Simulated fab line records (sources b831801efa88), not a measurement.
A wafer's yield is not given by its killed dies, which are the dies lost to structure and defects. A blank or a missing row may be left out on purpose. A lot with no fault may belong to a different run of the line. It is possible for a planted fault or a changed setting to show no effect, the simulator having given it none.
fab line records    flow sky130
[record] lots = 12  wafers = 34  last-day = 50
route steps=708 shown METAL2@500 VIA2@518 PAD_OPEN@708
lots untouched by any fault: they come from a run of this same line in which no faults occurred
start-h: hours from the record's first day to the start of the lot's first wafer shown    wait-h: time in hours since the lot's previous step    " as in the row above    L1.1+2: a row that stands for several wafers    - no value, or no start given    * or withheld: withheld    < > ~ a bound
route shown NAME@n: a module of which the file shows steps, and the number in the route of the first    usual: mean and standard deviation over wafers with no fault    same: alike in all rows    chamber/n: place in a boat    sites: per-site readings    _std_site: their standard deviation    _edge_site: outer sites' mean less inner sites'    radius-mm: for every site, how far away it sits from the centre of the wafer    mask NAME#n: copy n    behind: the most recent tool/chamber to have shaped the wafer    hold: why the lot went on hold/how many hours it stayed there/how the hold came to an end    device: names the non-switching transistor (n, p or np)    end of line: the route-end tests of the same wafers    where a step has no rows: the recipe by itself    killed: count of dies lost to structure and defects at first sort (not the wafer's yield)    map: the dies of a wafer, with x for killed, . for not killed, _ for no die there
set.NAME: the setting as run; set.NAME@STEP: as run at that earlier step    model.NAME: the simulator's own value behind a step, which no gauge read
steps of the route over a sample of lots; a table a step, a row a wafer
services: a tool's chamber out of use, with start hour (start-h, from the record's first day; less than 0 if before it), hours out, and reason
[[steps]]
[step SKY_METAL2_DESCUM_17]
[recipe] chemistry = O2  source-power-w = 150  bias-power-w = 0  pressure-mtorr = 10  temp-c = 40  time-s = 8
[usual] drypump-motor-current-A = 5.7/0.43  oes-product-au = 0.997/0.014
[same] bias-power-w = 0  time-s = 8
lot.wafer  tool          chamber  start-h  wait-h  drypump-motor-current-A  oes-product-au  rf-hours-counter-h
L351.2     rie-metal-03  1        815.50   0.0     5.7                      0.985           16
L351.3     "             0        "        "       6.3                      0.991           -
L351.6     "             1        "        "       5.6                      0.994           -
L352.1     rie-metal-04  1        855.06   0.0     5.2                      0.991           8
L352.4     "             0        "        "       5.9                      1.006           -
L352.5     "             1        "        "       5.2                      0.997           -
L353.1     rie-metal-03  1        855.55   0.0     5.6                      1.003           18
L353.2     "             0        "        "       6.3                      0.992           2
L353.4     "             1        "        "       5.6                      1.003           -
L354.1     rie-metal-04  1        934.11   0.0     5.2                      0.988           11
L354.2     "             0        "        "       5.8                      0.990           10
L354.4     "             0        "        "       5.8                      0.994           -
L356.2     rie-metal-04  1        935.26   0.0     5.2                      0.984           11
L356.3     "             1        "        "       5.2                      0.988           -
L356.4     "             0        "        "       5.8                      1.003           -
L357.1     rie-metal-02  1        936.56   0.0     5.3                      1.028           7
L357.3     "             1        "        "       5.3                      1.030           -
L358.1     rie-metal-04  0        936.90   0.0     5.9                      0.994           10
L358.4     "             0        "        "       5.9                      1.003           -
L358.5     "             1        "        "       5.2                      0.991           -
L362.1     rie-metal-03  1        939.76   0.0     5.6                      0.976           2
L362.3     "             1        "        "       5.6                      0.982           -
L363.1     rie-metal-03  1        941.96   0.0     5.6                      0.973           2
L363.3     "             1        "        "       5.6                      0.977           -
L363.4     "             1        "        "       5.6                      0.987           -
L370.1     rie-metal-02  0        957.65   0.0     6.5                      0.991           10
L370.3     "             0        "        "       6.5                      0.988           -
L370.6     "             1        "        "       5.3                      1.019           -
L372.2     rie-metal-03  1        967.66   0.0     5.6                      0.987           4
L372.4     "             1        "        "       5.6                      0.986           -
L372.5     "             0        "        "       6.3                      1.008           -
L373.3     rie-metal-02  0        983.76   0.0     6.5                      0.997           -
L373.4     "             1        "        "       5.3                      1.019           -
L373.6     "             0        "        "       6.5                      0.995           -
[step SKY_VIA2_DEVELOP_11]
[recipe] develop-time-s = 60  resist = KrF-thick  dev-temp-c = 21
lot.wafer   tool            chamber  start-h  wait-h
L351.2+3+6  litho-track-02  0        841      -
L352.1+4+5  litho-track-01  0        882      -
L353.1+2+4  litho-track-02  0        882      -
L354.1+2+4  litho-track-03  0        960      -
L356.2+3+4  litho-track-01  0        961      -
L357.1+3    litho-track-02  0        962      -
L358.1+4+5  litho-track-03  0        963      -
L362.1+3    litho-track-02  0        966      -
L363.1+3+4  litho-track-02  0        968      -
L370.1+3+6  litho-track-03  0        981      -
L372.2+4+5  litho-track-03  0        991      -
L373.3+4+6  litho-track-03  0        1007     -
[step SKY_VIA2_CD_MEAS_12]
[recipe] target-cd-nm = 200
[usual] cd-nm = 200.0/1.6
lot.wafer  tool       chamber  start-h  wait-h  cd-nm
L351.2     cd-sem-02  -        841.61   -       202.1
L351.3     "          -        "        "       202.8
L351.6     "          -        "        "       201.8
L352.1     cd-sem-01  -        882.36   -       198.0
L352.4     "          -        "        "       198.2
L352.5     "          -        "        "       197.3
L353.1     cd-sem-01  -        883.04   -       201.0
L353.2     "          -        "        "       199.2
L353.4     "          -        "        "       201.3
L354.1     cd-sem-02  -        960.16   -       195.6
L354.2     "          -        "        "       197.5
L354.4     "          -        "        "       196.8
L356.2     cd-sem-01  -        961.28   -       199.9
L356.3     "          -        "        "       201.3
L356.4     "          -        "        "       201.0
L357.1     cd-sem-01  -        962.64   -       181.2
L357.3     "          -        "        "       199.6
L358.1     cd-sem-01  -        963.71   -       201.7
L358.4     "          -        "        "       201.5
L358.5     "          -        "        "       201.4
L362.1     cd-sem-01  -        966.29   -       179.8
L362.3     "          -        "        "       198.7
L363.1     cd-sem-02  -        968.54   -       180.7
L363.3     "          -        "        "       198.5
L363.4     "          -        "        "       199.2
L370.1     cd-sem-02  -        982.01   -       200.5
L370.3     "          -        "        "       198.5
L370.6     "          -        "        "       199.4
L372.2     cd-sem-01  -        991.33   -       200.1
L372.4     "          -        "        "       201.3
L372.5     "          -        "        "       201.0
L373.3     cd-sem-02  -        1007.70  -       199.7
L373.4     "          -        "        "       198.4
L373.6     "          -        "        "       198.0
[step SKY_VIA2_SPUTTER_20]
[recipe] material = TiN  target-thk-nm = 20  chamber-pressure-pa = 5  power-w = 4000  time-s = 80
[usual] chamber-pressure-pa = 4.999/0.01  throttle-valve-pct = 29.6/0.8
[same] time-s = 80
lot.wafer  tool            chamber  start-h  wait-h  chamber-pressure-pa  throttle-valve-pct
L351.2     pvd-sputter-02  -        842.44   0.0     5.000                30.8
L351.3     "               -        "        "       5.009                28.9
L351.6     "               -        "        "       5.007                30.7
L352.1     pvd-sputter-04  -        883.21   0.0     5.008                29.8
L352.4     "               -        "        "       4.993                30.3
L352.5     "               -        "        "       4.999                30.2
L353.1     pvd-sputter-01  -        883.89   0.0     4.999                29.1
L353.2     "               -        "        "       5.013                28.9
L353.4     "               -        "        "       5.001                29.0
L354.1     pvd-sputter-01  -        961.36   0.0     5.008                28.9
L354.2     "               -        "        "       4.976                30.7
L354.4     "               -        "        "       5.006                28.9
L356.2     pvd-sputter-02  -        962.59   0.0     5.007                29.9
L356.3     "               -        "        "       5.006                31.0
L356.4     "               -        "        "       4.993                30.8
L357.1     pvd-sputter-02  -        963.87   0.0     4.984                30.9
L357.3     "               -        "        "       4.984                30.5
L358.1     pvd-sputter-01  -        964.70   0.0     4.997                30.5
L358.4     "               -        "        "       5.002                30.6
L358.5     "               -        "        "       5.008                28.7
L362.1     pvd-sputter-02  -        967.18   0.0     4.994                29.8
L362.3     "               -        "        "       5.010                30.8
L363.1     pvd-sputter-01  -        969.43   0.0     4.995                28.9
L363.3     "               -        "        "       5.024                30.5
L363.4     "               -        "        "       5.009                30.6
L370.1     pvd-sputter-01  -        982.86   0.0     4.990                28.5
L370.3     "               -        "        "       5.009                30.6
L370.6     "               -        "        "       4.985                28.8
L372.2     pvd-sputter-02  -        992.26   0.0     5.002                31.0
L372.4     "               -        "        "       5.003                30.7
L372.5     "               -        "        "       5.002                30.8
L373.3     pvd-sputter-01  -        1008.51  0.0     4.967                29.1
L373.4     "               -        "        "       5.003                28.8
L373.6     "               -        "        "       5.009                28.9
[step SKY_VIA2_CVD_21]
[recipe] material = W  target-thk-nm = 420  time-s = 126.4  temp-c = 400  pressure-torr = 40
[usual] heater-power-w = 764/60
[same] time-s = 126.4
lot.wafer  tool      chamber  start-h  wait-h  heater-power-w
L351.2     cvd-w-01  1        842.51   0.0     746
L351.3     "         1        "        "       753
L351.6     "         1        "        "       751
L352.1     cvd-w-01  0        883.27   0.0     692
L352.4     "         1        "        "       759
L352.5     "         0        "        "       698
L353.1     cvd-w-02  0        883.96   0.0     745
L353.2     "         1        "        "       891
L353.4     "         1        "        "       902
L354.1     cvd-w-02  1        961.42   0.0     842
L354.2     "         0        "        "       726
L354.4     "         1        "        "       842
L356.2     cvd-w-02  1        962.65   0.0     866
L356.3     "         0        "        "       742
L356.4     "         1        "        "       841
L357.1     cvd-w-02  0        963.93   0.0     743
L357.3     "         1        "        "       859
L358.1     cvd-w-01  0        964.76   0.0     711
L358.4     "         0        "        "       690
L358.5     "         1        "        "       755
L362.1     cvd-w-01  0        967.24   0.0     702
L362.3     "         0        "        "       709
L363.1     cvd-w-02  0        969.50   0.0     719
L363.3     "         0        "        "       748
L363.4     "         1        "        "       859
L370.1     cvd-w-02  0        982.92   0.0     744
L370.3     "         1        "        "       827
L370.6     "         1        "        "       858
L372.2     cvd-w-02  0        992.32   0.0     752
L372.4     "         0        "        "       756
L372.5     "         0        "        "       750
L373.3     cvd-w-02  1        1008.61  0.1     831
L373.4     "         0        "        "       752
L373.6     "         0        "        "       728
[step SKY_PAD_OPEN_PROBE_99]
[usual] defect-limited-yield = 82.8/2  killed_at_M0_to_M3 = 42/7.3  killed_at_M4_up = 3.4/2  killed-at-contacts = 24/5.8  killed-at-front-end = 15/4.6  killed-at-other = 0.3/0.62  killed-dies = 84/9.8  killed-on-rim = 16/3.8  killed-open = 47/6.9  killed-short = 38/6.3  sort_bin_3_pad_short = 0.8/0.38  sort_bin_5_function = 10.2/1.5  sort_bin_6_memory = 6.2/1.1  sort_bin_8_speed = 0.00/0.017  sort-n-pass = 408/9.8  sort-yield-pct = 82.8/2
[same] gross-dies = 492  killed-at-back-side = 0  sort_bin_4_leakage[%] = 0
lot.wafer  tool       chamber  start-h  wait-h  defect-limited-yield[%]  killed_at_M0_to_M3  killed_at_M4_up  killed-at-contacts  killed-at-front-end  killed-at-other  killed-dies  killed-on-rim  killed-open  killed-short  sort_bin_3_pad_short[%]  sort_bin_5_function[%]  sort_bin_6_memory[%]  sort_bin_8_speed[%]  sort-n-pass  sort-yield-pct[%]
L351.2     prober-02  -        1064.25  0.1     81.3                     57                  1                24                  9                    1                92           20             53           39            1.0                      9.6                     8.1                   0                    400          81.3
L351.3     prober-02  -        1064.30  0.2     83.5                     43                  3                16                  18                   1                81           17             40           41            0.6                      8.9                     6.9                   0                    411          83.5
L351.6     prober-02  -        1064.45  0.2     84.6                     37                  3                26                  10                   0                76           16             41           35            1.0                      8.1                     6.3                   0                    416          84.6
L352.1     prober-02  -        1098.91  0.1     83.5                     42                  0                22                  17                   0                81           13             43           38            0.6                      11.0                    4.9                   0                    411          83.5
L352.4     prober-02  -        1099.06  0.2     81.9                     43                  2                30                  13                   1                89           17             52           37            1.2                      8.9                     7.9                   0                    403          81.9
L352.5     prober-02  -        1099.11  0.2     83.1                     44                  3                20                  16                   0                83           19             48           35            0.8                      10.2                    5.9                   0                    409          83.1
L353.1     prober-01  -        1102.26  0.1     78.7                     56                  3                29                  17                   0                105          25             59           46            1.0                      14.4                    5.9                   0                    387          78.7
L353.2     prober-01  -        1102.31  0.1     82.3                     46                  7                25                  9                    0                87           17             53           34            1.4                      10.8                    5.5                   0                    405          82.3
L353.4     prober-01  -        1102.41  0.2     85.6                     33                  1                22                  15                   0                71           18             34           37            0.4                      8.5                     5.5                   0                    421          85.6
L354.1     prober-02  -        1165.20  0.1     82.3                     45                  4                24                  14                   0                87           18             52           35            1.0                      10.6                    6.1                   0                    405          82.3
L354.2     prober-02  -        1165.25  0.1     83.7                     44                  3                12                  21                   0                80           17             46           34            0.4                      8.3                     7.5                   0                    412          83.7
L354.4     prober-02  -        1165.35  0.2     85.2                     40                  0                19                  14                   0                73           20             42           31            0.6                      8.3                     5.9                   0                    419          85.2
L356.2     prober-01  -        1165.92  0.1     85.0                     36                  1                25                  12                   0                74           15             41           33            0.6                      8.3                     6.1                   0                    418          85.0
L356.3     prober-01  -        1165.97  0.2     81.3                     40                  6                26                  19                   1                92           14             48           44            0.6                      12.0                    6.1                   0                    400          81.3
L356.4     prober-01  -        1166.02  0.2     80.7                     46                  4                32                  13                   0                95           12             55           40            1.2                      13.2                    4.9                   0                    397          80.7
L357.1     prober-02  -        1168.20  0.1     85.8                     36                  3                21                  10                   0                70           12             36           32            0.8                      6.9                     6.5                   0.20                 421          85.6
L357.3     prober-02  -        1168.30  0.2     86.0                     29                  4                19                  17                   0                69           17             36           33            0.6                      7.1                     6.3                   0                    423          86.0
L358.1     prober-02  -        1169.70  0.1     80.3                     49                  4                29                  14                   1                97           20             50           47            0.4                      12.4                    6.9                   0                    395          80.3
L358.4     prober-02  -        1169.85  0.2     79.7                     45                  6                29                  18                   2                100          15             50           50            0.8                      11.6                    7.9                   0                    392          79.7
L358.5     prober-02  -        1169.90  0.2     82.5                     49                  4                22                  11                   0                86           18             48           38            1.0                      9.8                     6.7                   0                    406          82.5
L362.1     prober-01  -        1170.37  0.1     81.9                     42                  8                25                  13                   1                89           21             47           40            0.6                      11.8                    5.7                   0                    403          81.9
L362.3     prober-01  -        1170.47  0.2     85.0                     34                  2                25                  13                   0                74           19             47           27            0.6                      8.7                     5.7                   0                    418          85.0
L363.1     prober-02  -        1172.95  0.1     85.2                     44                  4                17                  8                    0                73           10             39           34            1.2                      7.9                     5.7                   0                    419          85.2
L363.3     prober-02  -        1173.05  0.2     81.9                     42                  5                21                  21                   0                89           16             55           34            1.2                      12.2                    4.7                   0                    403          81.9
L363.4     prober-02  -        1173.10  0.2     80.5                     52                  2                29                  13                   0                96           15             52           44            0.4                      12.0                    7.1                   0                    396          80.5
L370.1     prober-01  -        1181.82  0.1     85.8                     27                  5                28                  10                   0                70           13             34           36            0.6                      7.5                     6.1                   0                    422          85.8
L370.3     prober-01  -        1181.92  0.2     84.1                     43                  0                23                  12                   0                78           14             40           38            1.0                      8.5                     6.3                   0                    414          84.1
L370.6     prober-01  -        1182.07  0.2     81.7                     43                  4                30                  13                   0                90           20             56           34            0.6                      10.6                    7.1                   0                    402          81.7
L372.2     prober-01  -        1189.06  0.1     83.5                     43                  3                22                  13                   0                81           14             45           36            0.8                      10.6                    5.1                   0                    411          83.5
L372.4     prober-01  -        1189.16  0.2     83.7                     40                  5                18                  17                   0                80           18             46           34            0.4                      9.3                     6.5                   0                    412          83.7
L372.5     prober-01  -        1189.21  0.2     80.3                     47                  2                27                  19                   2                97           24             61           36            0.6                      12.4                    6.7                   0                    395          80.3
L373.3     prober-02  -        1199.36  0.2     81.5                     38                  3                33                  17                   0                91           19             47           44            1.2                      11.6                    5.7                   0                    401          81.5
L373.4     prober-02  -        1199.41  0.2     83.5                     42                  4                24                  11                   0                81           14             42           39            0.4                      9.1                     6.9                   0                    411          83.5
L373.6     prober-02  -        1199.51  0.2     84.1                     37                  2                28                  11                   0                78           15             45           33            0.4                      10.4                    5.1                   0                    414          84.1
// killed by level:class
L351.2 VIA3:geometric-particle:open=13 METAL1:geometric-particle:short=11 LI_CONTACT:geometric-particle:open=10 VIA1:geometric-particle:open=8 VIA2:geometric-particle:open=8 CONTACT:geometric-particle:short=5 LI_CONTACT:geometric-particle:short=4 METAL2:geometric-particle:short=4
L351.3 VIA1:geometric-particle:open=8 VIA3:geometric-particle:open=8 FIELD_ISO:geometric-particle:short=7 METAL2:geometric-particle:short=7 VIA2:geometric-particle:open=5 SPACER:geometric-particle:open=4 CONTACT:geometric-particle:short=4 VIA3:geometric-particle:short=4
L351.6 CONTACT:geometric-particle:open=10 LI_CONTACT:geometric-particle:open=7 METAL2:geometric-particle:short=7 VIA1:geometric-particle:open=7 VIA2:geometric-particle:open=6 FIELD_ISO:geometric-particle:short=4 VIA3:geometric-particle:open=4 VIA3:geometric-particle:short=4
L352.1 VIA1:geometric-particle:open=10 METAL2:geometric-particle:short=9 CONTACT:geometric-particle:open=8 METAL1:geometric-particle:short=8 FIELD_ISO:geometric-particle:open=6 LI_CONTACT:geometric-particle:open=6 VIA3:geometric-particle:short=4 FIELD_ISO:geometric-particle:short=3
L352.4 CONTACT:geometric-particle:open=13 VIA1:geometric-particle:open=12 METAL2:geometric-particle:short=8 CONTACT:geometric-particle:short=7 VIA2:geometric-particle:open=6 LI_CONTACT:geometric-particle:open=5 POLY_GATE:geometric-particle:open=4 METAL1:geometric-particle:short=4
L352.5 LI_CONTACT:geometric-particle:open=10 FIELD_ISO:geometric-particle:open=9 VIA1:geometric-particle:open=9 CONTACT:geometric-particle:open=6 VIA2:geometric-particle:open=6 METAL1:geometric-particle:short=6 METAL2:geometric-particle:short=6 VIA2:geometric-particle:short=4
L353.1 CONTACT:geometric-particle:open=15 METAL1:geometric-particle:short=11 VIA1:geometric-particle:open=11 VIA2:geometric-particle:open=9 LI_CONTACT:geometric-particle:open=7 FIELD_ISO:geometric-particle:short=6 METAL2:geometric-particle:short=6 VIA3:geometric-particle:open=5
L353.2 VIA1:geometric-particle:open=13 CONTACT:geometric-particle:open=12 VIA3:geometric-particle:open=8 LI_CONTACT:geometric-particle:open=7 METAL4:geometric-particle:short=6 METAL1:geometric-particle:short=5 METAL3:geometric-particle:short=5 VIA2:geometric-particle:open=4
L353.4 CONTACT:geometric-particle:open=10 METAL1:geometric-particle:short=8 FIELD_ISO:geometric-particle:short=6 VIA1:geometric-particle:open=6 POLY_GATE:geometric-particle:short=4 LI_CONTACT:geometric-particle:open=4 VIA3:geometric-particle:open=4 LOCAL_INTERCONNECT:geometric-particle:short=3
L354.1 VIA1:geometric-particle:open=10 CONTACT:geometric-particle:open=8 METAL1:geometric-particle:short=8 VIA3:geometric-particle:open=7 LI_CONTACT:geometric-particle:open=6 VIA2:geometric-particle:open=6 FIELD_ISO:geometric-particle:open=5 VIA1:geometric-particle:short=5
L354.2 VIA1:geometric-particle:open=14 FIELD_ISO:geometric-particle:short=7 METAL3:geometric-particle:short=7 CONTACT:geometric-particle:open=6 VIA2:geometric-particle:open=6 VIA3:geometric-particle:open=5 POLY_GATE:geometric-particle:open=4 FIELD_ISO:geometric-particle:open=3
L354.4 CONTACT:geometric-particle:open=10 VIA3:geometric-particle:open=9 VIA3:geometric-particle:short=8 VIA1:geometric-particle:open=8 POLY_GATE:geometric-particle:open=5 VIA2:geometric-particle:open=5 METAL1:geometric-particle:short=4 CONTACT:geometric-particle:short=4
L356.2 VIA1:geometric-particle:open=14 CONTACT:geometric-particle:open=6 LI_CONTACT:geometric-particle:open=6 METAL2:geometric-particle:short=6 CONTACT:geometric-particle:short=5 FIELD_ISO:geometric-particle:open=4 FIELD_ISO:geometric-particle:short=3 METAL1:geometric-particle:short=3
L356.3 CONTACT:geometric-particle:open=10 VIA1:geometric-particle:open=9 LI_CONTACT:geometric-particle:open=6 METAL1:geometric-particle:short=6 VIA1:geometric-particle:short=6 CONTACT:geometric-particle:short=5 FIELD_ISO:geometric-particle:short=4 POLY_GATE:geometric-particle:short=4
L356.4 VIA1:geometric-particle:open=11 CONTACT:geometric-particle:short=11 VIA3:geometric-particle:open=9 CONTACT:geometric-particle:open=7 LI_CONTACT:geometric-particle:open=6 VIA2:geometric-particle:open=5 FIELD_ISO:geometric-particle:open=4 POLY_GATE:geometric-particle:short=4
L357.1 METAL2:geometric-particle:short=7 CONTACT:geometric-particle:open=6 VIA1:geometric-particle:open=6 LI_CONTACT:geometric-particle:open=5 VIA2:geometric-particle:open=5 METAL3:geometric-particle:short=4 VIA3:geometric-particle:open=4 FIELD_ISO:geometric-particle:short=3
L357.3 VIA1:geometric-particle:open=8 POLY_GATE:geometric-particle:short=6 CONTACT:geometric-particle:open=6 LOCAL_INTERCONNECT:geometric-particle:short=5 POLY_GATE:geometric-particle:open=4 VIA2:geometric-particle:open=4 LI_CONTACT:geometric-particle:open=3 VIA3:geometric-particle:open=3
L358.1 VIA1:geometric-particle:open=11 CONTACT:geometric-particle:open=9 CONTACT:geometric-particle:short=7 VIA2:geometric-particle:open=7 VIA3:geometric-particle:open=6 METAL3:geometric-particle:short=6 LI_CONTACT:geometric-particle:short=4 LI_CONTACT:geometric-particle:open=4
L358.4 LOCAL_INTERCONNECT:geometric-particle:short=9 VIA2:geometric-particle:open=8 CONTACT:geometric-particle:open=8 METAL1:geometric-particle:short=8 POLY_GATE:geometric-particle:open=7 VIA1:geometric-particle:open=7 METAL2:geometric-particle:short=6 LI_CONTACT:geometric-particle:open=5
L358.5 VIA2:geometric-particle:open=10 VIA1:geometric-particle:open=10 METAL2:geometric-particle:short=8 LOCAL_INTERCONNECT:geometric-particle:short=6 LI_CONTACT:geometric-particle:open=6 FIELD_ISO:geometric-particle:open=4 METAL1:geometric-particle:short=4 VIA1:geometric-particle:short=4
L362.1 VIA1:geometric-particle:open=11 LOCAL_INTERCONNECT:geometric-particle:short=7 CONTACT:geometric-particle:open=7 CONTACT:geometric-particle:short=6 FIELD_ISO:geometric-particle:open=4 POLY_GATE:geometric-particle:open=4 VIA1:geometric-particle:short=4 VIA2:geometric-particle:open=4
L362.3 VIA2:geometric-particle:open=11 CONTACT:geometric-particle:open=9 VIA1:geometric-particle:open=7 CONTACT:geometric-particle:short=6 LI_CONTACT:geometric-particle:open=5 POLY_GATE:geometric-particle:open=4 VIA3:geometric-particle:open=4 FIELD_ISO:geometric-particle:open=3
L363.1 VIA1:geometric-particle:open=8 CONTACT:geometric-particle:open=7 METAL2:geometric-particle:short=5 VIA2:geometric-particle:open=5 VIA3:geometric-particle:open=5 LI_CONTACT:geometric-particle:open=4 VIA1:geometric-particle:short=4 VIA2:geometric-particle:short=4
L363.3 VIA1:geometric-particle:open=11 CONTACT:geometric-particle:open=10 FIELD_ISO:geometric-particle:open=7 VIA2:geometric-particle:open=6 POLY_GATE:geometric-particle:open=5 METAL2:geometric-particle:short=5 VIA3:geometric-particle:open=5 FIELD_ISO:geometric-particle:short=4
L363.4 CONTACT:geometric-particle:open=10 VIA3:geometric-particle:open=9 LI_CONTACT:geometric-particle:open=8 VIA1:geometric-particle:open=7 VIA2:geometric-particle:open=7 METAL1:geometric-particle:short=7 VIA1:geometric-particle:short=6 METAL2:geometric-particle:short=6
L370.1 LI_CONTACT:geometric-particle:open=13 METAL1:geometric-particle:short=8 CONTACT:geometric-particle:open=6 CONTACT:geometric-particle:short=4 VIA2:geometric-particle:open=4 METAL4:geometric-particle:short=4 POLY_GATE:geometric-particle:short=3 LI_CONTACT:geometric-particle:short=3
L370.3 METAL1:geometric-particle:short=10 VIA1:geometric-particle:short=8 LI_CONTACT:geometric-particle:open=8 VIA3:geometric-particle:open=8 VIA1:geometric-particle:open=6 CONTACT:geometric-particle:open=6 CONTACT:geometric-particle:short=5 POLY_GATE:geometric-particle:open=4
L370.6 VIA1:geometric-particle:open=13 LI_CONTACT:geometric-particle:open=11 CONTACT:geometric-particle:open=11 METAL2:geometric-particle:short=8 VIA3:geometric-particle:open=6 VIA2:geometric-particle:open=5 FIELD_ISO:geometric-particle:short=4 LOCAL_INTERCONNECT:geometric-particle:short=4
L372.2 VIA2:geometric-particle:open=10 VIA1:geometric-particle:open=8 FIELD_ISO:geometric-particle:open=6 LI_CONTACT:geometric-particle:open=6 LOCAL_INTERCONNECT:geometric-particle:short=5 CONTACT:geometric-particle:open=5 VIA3:geometric-particle:open=5 POLY_GATE:geometric-particle:short=4
L372.4 VIA1:geometric-particle:open=13 METAL2:geometric-particle:short=7 FIELD_ISO:geometric-particle:open=6 POLY_GATE:geometric-particle:open=5 CONTACT:geometric-particle:open=5 VIA3:geometric-particle:open=5 LI_CONTACT:geometric-particle:open=4 VIA1:geometric-particle:short=4
L372.5 CONTACT:geometric-particle:open=13 VIA2:geometric-particle:open=10 LI_CONTACT:geometric-particle:open=9 VIA3:geometric-particle:open=8 FIELD_ISO:geometric-particle:short=6 FIELD_ISO:geometric-particle:open=6 VIA1:geometric-particle:open=6 METAL2:geometric-particle:short=5
L373.3 CONTACT:geometric-particle:open=12 VIA1:geometric-particle:open=9 LI_CONTACT:geometric-particle:open=8 VIA1:geometric-particle:short=6 CONTACT:geometric-particle:short=6 VIA3:geometric-particle:open=6 FIELD_ISO:geometric-particle:short=4 VIA2:geometric-particle:short=4
L373.4 VIA1:geometric-particle:open=11 LI_CONTACT:geometric-particle:open=6 CONTACT:geometric-particle:short=6 VIA3:geometric-particle:open=6 LI_CONTACT:geometric-particle:short=5 VIA2:geometric-particle:open=5 CONTACT:geometric-particle:open=5 METAL1:geometric-particle:short=5
L373.6 CONTACT:geometric-particle:open=11 LI_CONTACT:geometric-particle:open=8 METAL2:geometric-particle:short=7 METAL1:geometric-particle:short=7 VIA2:geometric-particle:open=7 VIA1:geometric-particle:open=6 VIA3:geometric-particle:open=4 POLY_GATE:geometric-particle:short=3
[[services]]
tool            chamber  start-h  hours  kind
rie-metal-03    0        794.85   -      clean
rie-metal-03    0        794.85   17.7   scheduled-down
rie-metal-03    0        794.85   17.7   vent-cycle
pvd-sputter-02  -        829.06   0.9    repair
rie-metal-02    0        842.74   2.6    repair
rie-metal-02    -        844.66   14.6   pm
cvd-w-01        0        850.59   3.9    repair
cvd-w-01        -        855.16   2.8    pm
rie-metal-02    0        866.58   8.9    repair
rie-metal-04    1        870.82   19.7   repair
cvd-w-01        -        902.20   6.9    pm
cvd-w-02        -        904.00   14.0   pm
cvd-w-02        0        904.00   14.0   vent-cycle
cvd-w-02        1        904.00   14.0   vent-cycle
cvd-w-02        -        918.00   4.3    pm
cvd-w-02        0        918.00   -      clean
cvd-w-02        1        918.00   -      clean
rie-metal-03    0        938.67   11.0   repair
pvd-sputter-01  -        946.49   1.5    repair
pvd-sputter-01  0        958.13   -      consumable-replace:kit
pvd-sputter-01  0        958.13   18.0   scheduled-down
pvd-sputter-01  0        958.13   18.0   vent-cycle
pvd-sputter-02  -        982.26   3.6    repair
cvd-w-02        -        1005.66  2.8    pm
[[key]]
[first-sign] step = SKY_VIA2_CD_MEAS_12  reading = cd-nm  direction = down  sigmas = 12  usual = 200.0  struck = 180.6
effect none on later readings
met-at SKY_VIA2_DEVELOP_11
struck-lots L357,L362,L363
struck-wafers L357.1,L362.1,L363.1
not-acting-at SKY_METAL2_DESCUM_17,SKY_VIA2_SPUTTER_20,SKY_VIA2_CVD_21
onset-between 882 962
[fault] kind = process-parameter-drift  tool = litho-track-02  chamber = -  onset-h = 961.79  steps = SKY_VIA2_DEVELOP_11  channel = develop-time-s  offset = *  shape = step  end-h = 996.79  scope = struck-wafers-only  acts-in = *  stated = *
